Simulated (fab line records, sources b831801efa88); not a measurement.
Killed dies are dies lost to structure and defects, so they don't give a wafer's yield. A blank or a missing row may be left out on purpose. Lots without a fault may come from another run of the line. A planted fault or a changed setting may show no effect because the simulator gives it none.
Tool commonality check | flow sky130 | 13 lots, 39 wafers sampled

WHY IT WAS OPENED
At SKY_GATE_OXIDE_TW_MEAS_14 the reading GATE_OXIDE_TW is flagged on 3 of 13 lots. Wafers without a fault read 222.3, standard deviation 1.3.
Rule: a lot is flagged when every wafer of it that has a number lies more than 4 standard deviations from that mean, or none has a number. The other lots count as sound.

lot  | measured     | on            | GATE_OXIDE_TW, wafer by wafer | flag
L859 | day 13 11:47 | film_metro-01 | 220.8 221.6 221.8             |
L861 | day 14 08:17 | film_metro-04 | 224.6 222.1 224.2             |
L862 | day 15 22:34 | film_metro-02 | 221.4 221.3 222.2             |
L864 | day 15 22:37 | film_metro-04 | 224.9 224.0 224.8             |
L866 | day 16 08:25 | film_metro-04 | 223.7 222.9 223.5             |
L870 | day 17 18:58 | film_metro-04 | 271.8 273.6 274.8             | FLAGGED
L871 | day 18 02:29 | film_metro-01 | 220.9 220.5 220.8             |
L872 | day 18 12:40 | film_metro-01 | 270.7 271.5 271.8             | FLAGGED
L874 | day 18 23:10 | film_metro-01 | 221.4 222.3 220.7             |
L876 | day 19 16:53 | film_metro-01 | 271.4 272.1 271.5             | FLAGGED
L879 | day 20 14:38 | film_metro-02 | 221.3 221.1 222.6             |
L880 | day 20 19:10 | film_metro-04 | 223.4 221.5 223.5             |
L882 | day 21 16:54 | film_metro-04 | 222.6 223.7 223.6             |
The numbers of the flagged lots are 272.1 on average: +49.8 against the usual, or +38 standard deviations.

WHICH TOOL RAN EACH LOT
The record holds 1 process step before the reading, out of a route of 708 steps. In each cell: the tool, then ch and the chambers that the sampled wafers went through, then the start.
lot  | flag    | SKY_GATE_OXIDE_IMPLANT_11
L859 |         | implanter-04 ch 0, day 13 11:19
L861 |         | implanter-01 ch 0, day 14 07:58
L862 |         | implanter-04 ch 0, day 15 22:13
L864 |         | implanter-01 ch 0, day 15 22:16
L866 |         | implanter-03 ch 0, day 16 08:06
L870 | FLAGGED | implanter-03 ch 0, day 17 18:12
L871 |         | implanter-01 ch 0, day 18 02:10
L872 | FLAGGED | implanter-04 ch 0, day 18 11:50
L874 |         | implanter-01 ch 0, day 18 22:50
L876 | FLAGGED | implanter-01 ch 0, day 19 16:08
L879 |         | implanter-01 ch 0, day 20 14:18
L880 |         | implanter-01 ch 0, day 20 18:48
L882 |         | implanter-03 ch 0, day 21 16:33
What these steps do:
- SKY_GATE_OXIDE_IMPLANT_11
- SKY_GATE_OXIDE_TW_MEAS_14

FLAGGED OVER TOTAL, TOOL BY TOOL (the gauges that took the reading come last)
step                      | tool          | lots run | flagged | share of the flagged lots | sound lots run after its first flagged lot
SKY_GATE_OXIDE_IMPLANT_11 | implanter-01  | 7        | 1       | some                      | 2 (L879,L880)
SKY_GATE_OXIDE_IMPLANT_11 | implanter-03  | 3        | 1       | some                      | 1 (L882)
SKY_GATE_OXIDE_IMPLANT_11 | implanter-04  | 3        | 1       | some                      | 0
SKY_GATE_OXIDE_TW_MEAS_14 | film_metro-01 | 5        | 2       | some                      | 1 (L874)
SKY_GATE_OXIDE_TW_MEAS_14 | film_metro-02 | 2        | 0       | none                      | -
SKY_GATE_OXIDE_TW_MEAS_14 | film_metro-04 | 6        | 1       | some                      | 2 (L880,L882)

WHAT THE TABLE ALLOWS
No row of the table ran every flagged lot.

WHAT THE SIMULATOR HAD PUT IN
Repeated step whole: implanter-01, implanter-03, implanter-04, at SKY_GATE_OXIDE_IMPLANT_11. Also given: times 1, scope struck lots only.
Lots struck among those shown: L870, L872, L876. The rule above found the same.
